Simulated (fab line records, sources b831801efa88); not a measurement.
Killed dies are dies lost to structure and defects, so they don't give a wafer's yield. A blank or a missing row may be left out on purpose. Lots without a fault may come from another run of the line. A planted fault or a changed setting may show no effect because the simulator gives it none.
Which tool did it? | flow sky130 | 13 lots, 39 wafers sampled, at 5 steps of a route of 708

WHAT THE GAUGES READ, wafer by wafer
SKY_POLY_GATE_OVL_MEAS_14. Usual: POLY_GATE_OVL 2 nm, standard deviation 5.1.
lot  | measured     | on         | POLY_GATE_OVL (nm) | flag
L112 | day 16 05:01 | overlay-02 | 4 -5 2             |
L113 | day 16 15:43 | overlay-01 | 7 0 5              |
L114 | day 16 20:01 | overlay-01 | -2 3 -2            |
L116 | day 17 21:51 | overlay-02 | 0 -2 1             |
L118 | day 18 14:58 | overlay-01 | -3 1 -8            |
L123 | day 20 19:49 | overlay-01 | 6 7 11             |
L124 | day 21 04:21 | overlay-02 | -8 -2 -6           |
L129 | day 22 20:07 | overlay-02 | 1 3 0              |
L131 | day 23 20:48 | overlay-01 | 5 6 -5             |
L132 | day 24 06:47 | overlay-01 | -4 -6 -7           |
L133 | day 24 09:27 | overlay-01 | -5 6 3             |
L135 | day 24 13:03 | overlay-02 | 2 12 12            |
L134 | day 24 14:40 | overlay-01 | 4 5 -2             |

SKY_POLY_GATE_CD_MEAS_22. Usual: cd_nm 149.7 nm, standard deviation 2.1.
lot  | measured     | on        | cd_nm (nm)        | flag
L112 | day 16 08:46 | cd_sem-02 | 149.9 147.2 148.9 |
L113 | day 16 18:06 | cd_sem-01 | 153.7 150.2 153.2 |
L114 | day 16 22:56 | cd_sem-02 | 151.4 147.3 151.0 |
L116 | day 18 00:13 | cd_sem-01 | 149.3 150.4 148.4 |
L118 | day 18 17:59 | cd_sem-02 | 147.8 147.7 149.2 |
L123 | day 20 21:34 | cd_sem-02 | 151.3 151.8 150.8 |
L124 | day 21 06:32 | cd_sem-01 | 150.5 147.6 148.8 |
L129 | day 22 21:52 | cd_sem-01 | 146.9 145.2 146.4 |
L131 | day 23 22:32 | cd_sem-01 | 148.2 149.2 150.5 |
L132 | day 24 08:35 | cd_sem-01 | 151.3 151.8 151.2 |
L133 | day 24 11:14 | cd_sem-02 | 149.5 151.6 150.5 |
L135 | day 24 14:47 | cd_sem-02 | 147.4 146.6 149.5 |
L134 | day 24 16:25 | cd_sem-02 | 146.2 149.2 148.9 |

SKY_LDD_N_TW_MEAS_17. Usual: LDD_N_TW 2596, standard deviation 22.
lot  | measured     | on            | LDD_N_TW       | flag
L112 | day 17 14:31 | film_metro-01 | 2636 2634 2643 |
L113 | day 17 23:52 | film_metro-03 | 2592 2596 2587 |
L114 | day 18 05:14 | film_metro-01 | 2644 2629 2635 |
L116 | day 19 08:13 | film_metro-03 | 2595 2595 2602 |
L118 | day 20 02:29 | film_metro-01 | 2620 2622 2637 |
L123 | day 22 05:29 | film_metro-01 | 2610 2603 2621 |
L124 | day 22 13:55 | film_metro-04 | 2585 2577 2590 |
L129 | day 24 05:40 | film_metro-04 | 2581 2567 2580 |
L131 | day 25 05:49 | film_metro-01 | 2617 2606 2617 |
L132 | day 25 15:58 | film_metro-04 | 2584 2587 2597 |
L133 | day 25 18:19 | film_metro-03 | 2581 2577 2578 |
L135 | day 25 22:04 | film_metro-03 | 2592 2589 2605 |
L134 | day 25 23:47 | film_metro-01 | 2618 2621 2619 |

SKY_LDD_HVN_TW_MEAS_10. Usual: LDD_HVN_TW 1460, standard deviation 11.
lot  | measured     | on            | LDD_HVN_TW                    | flag
L112 | day 20 02:43 | film_metro-01 | 1461 1466 1466                |
L113 | day 20 12:32 | film_metro-02 | 1470 1461 1459                |
L114 | day 20 17:52 | film_metro-02 | 1468 1459 1467                |
L116 | day 21 22:25 | film_metro-03 | 1444 1451 1439                |
L118 | day 22 16:38 | film_metro-01 | 1456 1453 1465                |
L123 | day 24 17:14 | film_metro-02 | 1559 1554 1560 1559 1561 1562 | OFF
L124 | day 25 01:52 | film_metro-01 | 1548 1544 1544 1549 1545 1545 | OFF
L129 | day 26 17:50 | film_metro-02 | 1471 1476 1481                |
L131 | day 27 15:43 | film_metro-03 | 1452 1455 1448                |
L132 | day 28 02:09 | film_metro-01 | 1467 1469 1465                |
L133 | day 28 04:58 | film_metro-01 | 1465 1466 1463                |
L135 | day 28 08:37 | film_metro-03 | 1446 1445 1446                |
L134 | day 28 10:46 | film_metro-01 | 1465 1470 1468                |

WHICH TOOL RAN EACH LOT (tool, then ch and the chambers of the sampled wafers, then the start)
lot  | SKY_LDD_HVN_IMPLANT_08
L112 | implanter-02 ch 0, day 20 02:29
L113 | implanter-01 ch 0, day 20 12:18
L114 | implanter-04 ch 0, day 20 17:37
L116 | implanter-01 ch 0, day 21 22:10
L118 | implanter-04 ch 0, day 22 16:25
L123 | implanter-04 ch 0, day 24 16:59
L124 | implanter-04 ch 0, day 25 01:37
L129 | implanter-02 ch 0, day 26 17:36
L131 | implanter-04 ch 0, day 27 15:28
L132 | implanter-02 ch 0, day 28 01:56
L133 | implanter-04 ch 0, day 28 04:43
L135 | implanter-04 ch 0, day 28 08:22
L134 | implanter-02 ch 0, day 28 10:32
- SKY_LDD_HVN_IMPLANT_08

WHAT THE TOOLS THEMSELVES READ (means of the sampled wafers that have a number; where no wafer has one, the mark that the record gives instead)
SKY_LDD_HVN_IMPLANT_08. Usual: beam_energy_keV 60.004, standard deviation 0.017.
lot  | tool         | beam_energy_keV | flag
L112 | implanter-02 | 60.003          |
L113 | implanter-01 | 60.001          |
L114 | implanter-04 | 59.999          |
L116 | implanter-01 | 60.020          |
L118 | implanter-04 | 60.000          |
L123 | implanter-04 | 74.374          | OFF
L124 | implanter-04 | 74.372          | OFF
L129 | implanter-02 | 60.026          |
L131 | implanter-04 | 60.005          |
L132 | implanter-02 | 60.016          |
L133 | implanter-04 | 59.991          |
L135 | implanter-04 | 60.009          |
L134 | implanter-02 | 59.998          |

THE ANSWER, worked out from the rows above alone
Rule: a lot is off if the mean of its wafers that have a number lies more than 3 standard deviations from the usual mean. A lot without any number at a reading at which 4 lots or more have one is off too. The other lots that the step has rows for count as sound. The gauges are gone through in route order, then the tools' own readings, and for those a lot's mean is taken as printed above. The first step at which some lot is off is used, and at that step the reading that is off furthest; a lot without a number counts as furthest.
Off: L123, L124, at SKY_LDD_HVN_TW_MEAS_10 (LDD_HVN_TW).
A tool fits if, at a process step before that reading, it ran every lot that is off, and no sound lot after the first of them. The gauges at SKY_LDD_HVN_TW_MEAS_10 aren't tried: what is off there is off at SKY_LDD_HVN_IMPLANT_08 too, on other tools, and a gauge's error can't cause that. None of those tried fits.

WHAT THE SIMULATOR HAD PUT IN
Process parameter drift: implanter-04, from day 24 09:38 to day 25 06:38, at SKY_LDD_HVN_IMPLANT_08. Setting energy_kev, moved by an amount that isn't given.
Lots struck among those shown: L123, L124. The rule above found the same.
